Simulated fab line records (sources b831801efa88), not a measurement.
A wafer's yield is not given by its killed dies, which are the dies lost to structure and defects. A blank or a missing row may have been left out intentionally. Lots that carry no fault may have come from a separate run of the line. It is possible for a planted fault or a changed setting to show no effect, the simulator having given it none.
Matching of chambers    flow gf180mcu    GF_V3_CVD_02 on pecvd-03 has 3 sister chambers
The step deposits SiO2 from TEOS, target thk 850 nm, time 94.851 s. 6 wafers are shown with their chamber, then 10 later ones without.

WAFERS, EACH WITH ITS CHAMBER
wafer   chamber  heater_power_w (W)
L080.2  2        1066
L084.2  2        1048
L088.4  0        774
L088.5  1        726
L091.1  0        704
L091.2  1        900

WAFERS WITH NO CHAMBER GIVEN
wafer   heater_power_w (W)
L091.3  987
L093.2  853
L093.5  694
L093.6  869
L096.1  1024
L096.3  783
L096.6  858
L097.2  1056
L097.3  717
L097.4  804

CHAMBER TAKEN BY EACH
wafer   from the rows above           in truth
L091.3  can't be placed: 2 or 1       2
L093.2  can't be placed: 1 or 0       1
L093.5  can't be placed: 0 or 1       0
L093.6  can't be placed: 1 or 0 or 2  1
L096.1  2                             2
L096.3  can't be placed: 1 or 0       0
L096.6  can't be placed: 1 or 0       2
L097.2  2                             2
L097.3  can't be placed: 0 or 1       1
L097.4  can't be placed: 1 or 0       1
Correctly placed: 2 of 10. Can't be placed from these rows: 8 (the true chamber is among the candidates in 7). Wrongly placed: 0.
How it was worked out, from the rows above alone: a wafer's distance from a chamber is the root of the sum, over the readings, of the square of ((its reading less the chamber's mean) divided by the reading's scatter). If the next closest chamber is less than 2 further off than the closest, the wafer can't be placed; otherwise it belongs to the closest. Each chamber's mean is taken over the wafers shown for it. The scatter: take each reading less its chamber's mean, square it, sum over the shown wafers, divide by the number of wafers less the number of chambers, and take the root.
